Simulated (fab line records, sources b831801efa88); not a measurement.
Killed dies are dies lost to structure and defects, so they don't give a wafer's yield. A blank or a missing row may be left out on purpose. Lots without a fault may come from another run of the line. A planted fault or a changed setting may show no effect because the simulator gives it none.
Chamber matching | flow gf180mcu | GF_V1_CMP_26 on cmp-01: 4 sister chambers
The step polishes, stops on SiO2, t overpolish 15 s, target thk 0 nm. 16 wafers are shown with their chamber, then 8 later ones without.

WAFERS WITH THEIR CHAMBER
wafer  | chamber | motor_current_A (A) | edge_zone_pressure_frac | slurry_filter_dp_kPa (kPa)
L781.1 | 1       | 13.0                | 0.999                   | 13.42
L781.2 | 2       | 11.8                | 0.995                   | 13.39
L781.4 | 0       | 12.1                | 0.997                   | 13.49
L783.2 | 2       | 11.9                | 0.989                   | 13.45
L783.4 | 3       | 11.6                | 0.996                   | 13.56
L783.5 | 0       | 12.2                | 0.998                   | 13.58
L784.2 | 1       | 12.7                | 0.995                   | 13.31
L784.4 | 3       | 12.2                | 1.012                   | 13.48
L784.5 | 0       | 12.4                | 0.997                   | 13.43
L787.2 | 1       | 12.9                | 1.001                   | 13.49
L787.3 | 3       | 12.3                | 0.998                   | 13.62
L787.6 | 1       | 13.1                | 1.003                   | 13.65
L789.1 | 1       | 12.9                | 0.998                   | 13.29
L789.4 | 3       | 12.0                | 1.004                   | 13.42
L789.6 | 3       | 12.2                | 1.004                   | 13.65
L793.2 | 1       | 13.4                | 1.000                   | 13.40

SIGNATURES (means of the wafers above)
reading                 | chamber 0 | chamber 1 | chamber 2 | chamber 3 | scatter within a chamber
motor_current_A         | 12.233    | 13.000    | 11.850    | 12.060    | 0.232
edge_zone_pressure_frac | 0.99733   | 0.99933   | 0.99200   | 1.00280   | 0.00421
slurry_filter_dp_kPa    | 13.5000   | 13.4267   | 13.4200   | 13.5460   | 0.107
Rule: a wafer's distance from a chamber is the root of the sum, over the readings, of the square of ((its reading less the chamber's mean) divided by the reading's scatter). The wafer belongs to the nearest chamber; if the next one is less than 2 further off, it can't be placed. The scatter: the root of (the sum of the squares of (reading less its chamber's mean) over the shown wafers, divided by (wafers less chambers)).

WAFERS WITHOUT THEIR CHAMBER
wafer  | motor_current_A (A) | edge_zone_pressure_frac | slurry_filter_dp_kPa (kPa)
L793.3 | 12.5                | 0.998                   | 13.16
L793.5 | 12.2                | 1.003                   | 13.60
L795.1 | 12.4                | 1.009                   | 13.65
L795.4 | 12.0                | 0.998                   | 13.62
L795.5 | 13.8                | 1.000                   | 13.40
L803.2 | 11.9                | 1.008                   | 13.51
L803.5 | 11.5                | 1.000                   | 13.51
L803.6 | 12.4                | 1.009                   | 13.46

WHICH CHAMBER EACH WENT THROUGH
wafer  | from the rows above               | in truth
L793.3 | can't be placed: 1 or 0 or 2 or 3 | 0
L793.5 | can't be placed: 3 or 0           | 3
L795.1 | can't be placed: 3 or 0 or 1      | 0
L795.4 | can't be placed: 3 or 0 or 2      | 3
L795.5 | 1                                 | 1
L803.2 | can't be placed: 3 or 0           | 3
L803.5 | can't be placed: 3 or 2 or 0      | 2
L803.6 | can't be placed: 3 or 0 or 1      | 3
Placed correctly: 1 of 8. Can't be placed from these rows: 7 (the true chamber is among the candidates in 7). Placed wrongly: 0.
